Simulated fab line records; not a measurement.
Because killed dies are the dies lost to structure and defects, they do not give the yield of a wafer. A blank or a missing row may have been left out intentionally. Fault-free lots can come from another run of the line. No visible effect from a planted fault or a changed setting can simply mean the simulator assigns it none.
Struck lot and sound lot, side by side / flow gf180mcu / 16 steps out of a route of 602
Sound: these wafers, L834.1, L834.2, L834.5. Struck: wafer L847.2 (L847.3, L847.6, from the same lot, were not struck and are left out); the cause is given at the end.
Order at every step that has rows: each side's tool, ch and its chambers, its first start. Under that, the readings that differ: sound wafers / struck wafers / difference of the means / sigmas: that difference in standard deviations of wafers without a fault.
alike: readings with means less than 2 such deviations apart, plus words and numbers identical on both sides. not compared: withheld readings, readings lacking a value on some wafer, bounds such as >300 that could conceal the same value, and numbers that have no deviation in the record and whose values overlap.
A row with sigmas, a row that says differs or no value, or rows on one side alone: a step with any of these is where the two part. Numbers that have no deviation but don't overlap get no sigmas and don't part them. A reading that every wafer of one side lacks parts them only if that side has two wafers or more.

first, 6 steps without rows for these wafers: GF_M4_HMDS_08 (prime time 60 s); GF_M4_COAT_09 (resist thk 1000 nm); GF_M4_SOFTBAKE_10 (time 60 s); GF_M4_EXPOSE_11 (exposes mask Metal4, target cd 280 nm); GF_M4_PEB_12 (peb time 90 s); GF_M4_DEVELOP_13 (develop time 60 s).
GF_M4_CD_MEAS_14: the cd target is 280 nm.
  sound on cd-sem-02 at day 26 05:42; struck on cd-sem-01 at day 29 23:39
  alike: cd-nm
GF_M4_OVL_MEAS_15:
  sound on overlay-01 at day 26 05:49; struck on overlay-01 at day 29 23:45
  alike: M4_OVL
GF_M4_METAL_ETCH_16: etches the open film in Cl2/BCl3, stops on SiO2, target depth 627.5 nm, time 104.6 s.
  sound on rie-metal-04 ch 0,1, day 26 05:52; struck on rie-metal-04 ch 1, day 29 23:47
  alike: drypump-motor-current-A, oes-product-au, throttle-valve-pct
  not compared: rf-hours-counter-h
GF_M4_STRIP_17: strips in O2/N2.
  sound on plasma-asher-03 ch 0,1, day 26 05:58; struck on plasma-asher-03 ch 1, day 29 23:53
  alike: drypump-motor-current-A, heater-power-w, oes-product-au, strip-time-to-endpoint-s
  not compared: rf-hours-counter-h
then, 2 steps without rows for these wafers: GF_M4_STRIP_18 (strips in post etch residue remover, time 1200 s); GF_M4_CLEAN_19 (cleans in DIW).
GF_V4_CVD_00: deposits SiO2, target thk 600 nm, time 100 s.
  sound on hdpcvd-01 ch 0,1, day 26 06:30; struck on hdpcvd-01 ch 1, day 30 00:28
reading=sih4-flow-sccm (sccm); sound=59.85 59.95 60.03; struck=89.87; difference=+29.93; sigmas=+99 or more
reading=model.SiO2_of_V4_CVD_00.thk-nm (nm); sound=605.9 607.7 608.3; struck=901.4; difference=+294.1; sigmas=
GF_V4_THK_MEAS_01:
  sound on film-metro-01 at day 26 06:34; struck on film-metro-01 at day 30 00:47
reading=V4_CVD_00_THK (nm); sound=606 607 608; struck=901; difference=+294; sigmas=+40
  not compared: hold
GF_V4_CVD_02: deposits SiO2 from TEOS, target thk 850 nm, time 94.851 s.
  sound on pecvd-02 ch 0,2, day 26 06:38; struck on pecvd-02 ch 2, day 30 04:11
reading=hold; sound=- - -; struck=await-dispo/3.4h/release; difference=no value on the sound wafers; sigmas=
  alike: heater-power-w
-- the record jumps here: 5 days lie between the struck wafers' starts before and after (it left off in module V4 and takes up again in module PASSIVATION, whose first step shown is number 602 of the route) --
GF_PASSIVATION_PROBE_99:
  rows exist in the record for the struck wafers here (prober-02, day 34 17:22), but not for the sound ones

WHERE THEY PART
At GF_V4_CVD_00 first; at GF_PASSIVATION_PROBE_99 last (within this record only).

WHY: what had been put in by the simulator
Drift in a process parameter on hdpcvd-01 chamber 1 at GF_V4_CVD_00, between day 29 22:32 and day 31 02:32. A move of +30 in setting sih4-flow-sccm, from 60. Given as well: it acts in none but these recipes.
